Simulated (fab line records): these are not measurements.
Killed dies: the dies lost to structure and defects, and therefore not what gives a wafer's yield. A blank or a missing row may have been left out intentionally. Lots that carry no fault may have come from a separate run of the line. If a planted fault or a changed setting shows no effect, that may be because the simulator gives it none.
A lot that was struck, set against a sound lot ; flow sky130 ; 26 steps out of a route of 708
Sound: these wafers, L533.3, L533.5, L533.6. Struck: wafer L520.6 (left out: L520.3, L520.5 of the same lot, which were not struck); the cause appears at the end.
Per side, at each step with rows, come the tool, then ch with its chambers, and then its first start. Under that, the readings that differ: sound wafers ; struck wafers ; difference of the means ; sigmas: that difference in standard deviations of wafers without a fault.
alike: words and numbers the same on both sides, and readings whose means are apart by under 2 such deviations; not compared: readings that were withheld, readings missing a value for some wafer, numbers with overlapping values and no deviation given by the record, and bounds like >300 which may hide the same value.
The two part at a step that has a row with sigmas, a row that says differs or no value, or rows on one side only. When numbers do not overlap yet have no deviation, they are printed without sigmas and do not part them. A reading that every wafer of one side lacks parts them only if that side has two wafers or more.

first, 9 steps without rows for these wafers: SKY_LI_CONTACT_ETCH_14 (etches BARC in N2/H2, stops on SiO2, time 45.9 s, target depth 60 nm); SKY_LI_CONTACT_ETCH_15 (etches PSG in C4F8/O2/Ar, stops on Si, target depth 600 nm); SKY_LI_CONTACT_STRIP_16 (strips in O2/N2); SKY_LI_CONTACT_CLEAN_17 (cleans in NMP, time 600 s); SKY_LI_CONTACT_PRE_CLEAN_18 (time 5.6 s); SKY_LI_CONTACT_SPUTTER_19 (material Ti, target thk 20 nm, time 106.37 s); SKY_LI_CONTACT_SPUTTER_20 (material TiN, target thk 20 nm, time 80 s); SKY_LI_CONTACT_CVD_21 (deposits W, target thk 400 nm, time 120.56 s); SKY_LI_CONTACT_CMP_24 (polishes, stops on PSG, t overpolish 20 s, target thk 0 nm).
SKY_LOCAL_INTERCONNECT_SPUTTER_00: material TiN, target thk 100 nm, time 83.3 s.
  sound: pvd_sputter-03 at day 36 23:52; struck: pvd_sputter-03 at day 32 13:19
reading;sound;struck;difference;sigmas
model.TiN_of_LOCAL_INTERCONNECT_SPUTTER_00.thk_nm (nm);99.66 98.65 98.76;133.6;+34.6;
  alike: throttle_valve_pct
SKY_LOCAL_INTERCONNECT_RS_MEAS_01: measures by four-point-probe.
  sound: film_metro-02 at day 36 23:58; struck: film_metro-01 at day 32 13:26
reading;sound;struck;difference;sigmas
LOCAL_INTERCONNECT_TIN_RS (ohm/sq);14.18 14.35 14.29;10.50;-3.77;-18
SKY_LOCAL_INTERCONNECT_THK_MEAS_02: measures by xrf.
  sound: film_metro-02 at day 37 00:04; struck: film_metro-01 at day 32 13:32
reading;sound;struck;difference;sigmas
LOCAL_INTERCONNECT_TIN_THK (nm);99.8 98.9 98.9;132.5;+33.3;+26
then, 9 steps without rows for these wafers: SKY_LOCAL_INTERCONNECT_DEHYDRATE_03 (time 60 s); SKY_LOCAL_INTERCONNECT_HMDS_04 (prime time 60 s); SKY_LOCAL_INTERCONNECT_COAT_05 (resist thk 60 nm); SKY_LOCAL_INTERCONNECT_COAT_06 (resist thk 450 nm); SKY_LOCAL_INTERCONNECT_SOFTBAKE_07 (time 90 s); SKY_LOCAL_INTERCONNECT_EXPOSE_08 (exposes mask LI1M, target cd 170 nm); SKY_LOCAL_INTERCONNECT_PEB_09; SKY_LOCAL_INTERCONNECT_DEVELOP_10 (develop time 60 s); SKY_LOCAL_INTERCONNECT_ETCH_13 (etches BARC in N2/H2, stops on SiO2, time 45.9 s, target depth 60 nm).
SKY_LOCAL_INTERCONNECT_METAL_ETCH_14: etches TiN in Cl2/BCl3, stops on PSG, target depth 110 nm, time 31.4 s.
  sound on rie_metal-02 ch 0,1, day 38 01:49; struck on rie_metal-02 ch 0, day 33 16:19
reading;sound;struck;difference;sigmas
oes_product_au (a.u.);0.947 0.926 0.942;0.990;+0.052;+6
throttle_valve_pct (%);21.911 21.923 21.902;21.872;-0.040;-4
  alike: chamber_pressure_mTorr, drypump_motor_current_A
  not compared: rf_hours_counter_h
then, 1 step without rows for these wafers: SKY_LOCAL_INTERCONNECT_STRIP_15 (strips in O2/N2).
SKY_LOCAL_INTERCONNECT_STRIP_16: strips in post etch residue remover, time 1200 s.
  sound on wet_bench-02 ch 2, day 38 01:58; struck on wet_bench-04 ch 0, day 33 16:26
reading;sound;struck;difference;sigmas
model.TiN_of_LOCAL_INTERCONNECT_SPUTTER_00.thk_nm (nm);99.25 98.23 98.35;133.2;+34.6;
then, 1 step without rows for these wafers: SKY_LOCAL_INTERCONNECT_CLEAN_17 (cleans in IPA, time 180 s).
-- the record jumps here: 15 days lie between the struck wafers' starts before and after (it left off in module LOCAL_INTERCONNECT and takes up again in module PAD_OPEN, whose first step shown is number 708 of the route) --
SKY_PAD_OPEN_PROBE_99:
  sound: prober-02 at day 51 01:55; struck: prober-02 at day 48 06:35
reading;sound;struck;difference;sigmas
killed_dies;95 89 67;107;+23;+2
killed_short;43 43 36;55;+14;+2
  alike: killed_at_M0_to_M3, killed_at_M4_up, killed_at_contacts, killed_at_front_end, killed_at_other, killed_open

WHERE THEY PART
First at SKY_LOCAL_INTERCONNECT_RS_MEAS_01; last, within this record, at SKY_PAD_OPEN_PROBE_99.

WHY: the cause the simulator had injected
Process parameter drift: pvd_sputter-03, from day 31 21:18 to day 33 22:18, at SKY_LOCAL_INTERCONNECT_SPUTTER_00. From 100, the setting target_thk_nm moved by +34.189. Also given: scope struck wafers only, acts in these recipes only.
